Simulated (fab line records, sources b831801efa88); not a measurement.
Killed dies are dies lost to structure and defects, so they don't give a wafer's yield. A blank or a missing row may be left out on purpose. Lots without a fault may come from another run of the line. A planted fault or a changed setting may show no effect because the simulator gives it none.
A struck lot beside a sound one | flow sky130 | 17 steps out of a route of 708
Sound: wafers L145.2, L145.3, L145.6. Struck: wafers L154.4, L154.5, L154.6. The cause comes at the end.
At each step with rows: each side's tool, then ch and its chambers, then its first start. Under that, the readings that differ: sound wafers | struck wafers | difference of the means | sigmas: that difference in standard deviations of wafers without a fault.
alike: readings whose means differ by less than 2 such deviations, and words and numbers that are the same on both sides. not compared: withheld readings, readings that some wafer has no value for, bounds like >300 that may hide the same value, and numbers for which the record gives no deviation and whose values overlap.
The two part at a step that has a row with sigmas, a row that says differs or no value, or rows on one side only. Numbers that don't overlap but have no deviation are shown without sigmas and don't part them. A reading that every wafer of one side lacks parts them only if that side has two wafers or more.

SKY_VT_ADJUST_HVTP_OVL_MEAS_08:
  sound on overlay-02, day 8 22:20; struck on overlay-01, day 10 18:02
  alike: VT_ADJUST_HVTP_OVL
then, 1 step without rows for these wafers: SKY_VT_ADJUST_HVTP_IMPLANT_09.
SKY_VT_ADJUST_HVTP_STRIP_10: strips in O2/N2.
  sound on plasma_asher-01 ch 1, day 8 22:31; struck on plasma_asher-02 ch 0,1, day 10 18:14
  alike: drypump_motor_current_A, oes_product_au, strip_time_to_endpoint_s
  not compared: rf_hours_counter_h
SKY_VT_ADJUST_HVTP_TW_MEAS_11:
  sound on film_metro-02, day 8 22:38; struck on film_metro-01, day 10 18:20
  reading           | sound          | struck         | difference | sigmas
  VT_ADJUST_HVTP_TW | 1360 1359 1368 | 1342 1342 1343 | -20        | -2
then, 7 steps without rows for these wafers: SKY_VT_ADJUST_LVTN_DEHYDRATE_00 (time 60 s); SKY_VT_ADJUST_LVTN_HMDS_01 (prime time 60 s); SKY_VT_ADJUST_LVTN_COAT_02 (resist thk 3000 nm); SKY_VT_ADJUST_LVTN_SOFTBAKE_03; SKY_VT_ADJUST_LVTN_EXPOSE_04 (exposes mask NWM COMPLEMENT LESS NATIVE, target cd 840 nm); SKY_VT_ADJUST_LVTN_PEB_05; SKY_VT_ADJUST_LVTN_DEVELOP_06 (develop time 60 s).
SKY_VT_ADJUST_LVTN_OVL_MEAS_07:
  sound on overlay-01, day 9 19:20; struck on overlay-02, day 11 17:30
  alike: VT_ADJUST_LVTN_OVL
SKY_VT_ADJUST_LVTN_IMPLANT_08:
  sound on implanter-03 ch 0, day 9 19:24; struck on implanter-04 ch 0, day 11 17:36
  reading            | sound                            | struck                        | difference | sigmas
  dose_ions_cm2      | 1.5681e+12 1.5678e+12 1.5734e+12 | 7.698e+11 7.711e+11 7.703e+11 | -7.994e+11 | -99 or more
  faraday_current_uA | 8.54 8.88 9.15                   | 4.36 4.26 4.31                | -4.55      | -25
SKY_VT_ADJUST_LVTN_STRIP_09: strips in O2/N2.
  sound on plasma_asher-04 ch 0,1, day 9 19:31; struck on plasma_asher-04 ch 0,1, day 11 17:42
  alike: drypump_motor_current_A, oes_product_au, strip_time_to_endpoint_s
  not compared: rf_hours_counter_h
SKY_VT_ADJUST_LVTN_TW_MEAS_10:
  sound on film_metro-01, day 9 19:38; struck on film_metro-04, day 11 17:48
  reading           | sound             | struck            | difference | sigmas
  VT_ADJUST_LVTN_TW | 238.7 239.6 239.7 | 198.7 199.5 197.8 | -40.7      | -24
then, 1 step without rows for these wafers: SKY_VT_ADJUST_LVTN_DEHYDRATE_11 (time 60 s).
-- the record jumps here: 38 days lie between the struck wafers' starts before and after (it left off in module VT_ADJUST_LVTN and takes up again in module PAD_OPEN, whose first step shown is number 708 of the route) --
SKY_PAD_OPEN_PROBE_99:
  sound on prober-01, day 48 19:34; struck on prober-01, day 49 22:37
  reading                                      | sound                | struck               | difference | sigmas
  model.etest.nfet_01v8_lvt.drive_ua_um        | 574.3 564.4 569.7    | 598.9 597.5 596.6    | +28.2      |
  model.etest.nfet_01v8_swapped.off_log10_a_um | -13.43 -13.38 -13.46 | -13.16 -13.2 -13.25  | +0.22      |
  model.etest.nfet_01v8_turned.off_log10_a_um  | -13.39 -13.45 -13.51 | -13.28 -13.29 -13.35 | +0.14      |
  model.etest.nfet_01v8_lvt.vt_sat_v (V)       | 0.538 0.5498 0.5473  | 0.5054 0.5098 0.5067 | -0.0377    |
  model.etest.nfet_01v8_lvt.vt_v (V)           | 0.6132 0.617 0.6158  | 0.5959 0.6011 0.598  | -0.0170    |
  model.etest.nfet_01v8.vt_sat_v (V)           | 0.6483 0.6579 0.6552 | 0.6316 0.6369 0.6386 | -0.0181    |
  model.etest.nfet_01v8_swapped.vt_sat_v (V)   | 0.6478 0.6552 0.656  | 0.6356 0.6433 0.644  | -0.0120    |
  alike: killed_at_M0_to_M3, killed_at_M4_up, killed_at_contacts, killed_at_front_end, killed_at_other, killed_dies, killed_on_rim, killed_open, killed_short
  not compared: model.etest.nfet_01v8.off_log10_a_um

WHERE THEY PART
First at SKY_VT_ADJUST_HVTP_TW_MEAS_11; last, within this record, at SKY_VT_ADJUST_LVTN_TW_MEAS_10. Later steps at which nothing parts them and some readings are alike: SKY_PAD_OPEN_PROBE_99.

WHY: what the simulator had put in
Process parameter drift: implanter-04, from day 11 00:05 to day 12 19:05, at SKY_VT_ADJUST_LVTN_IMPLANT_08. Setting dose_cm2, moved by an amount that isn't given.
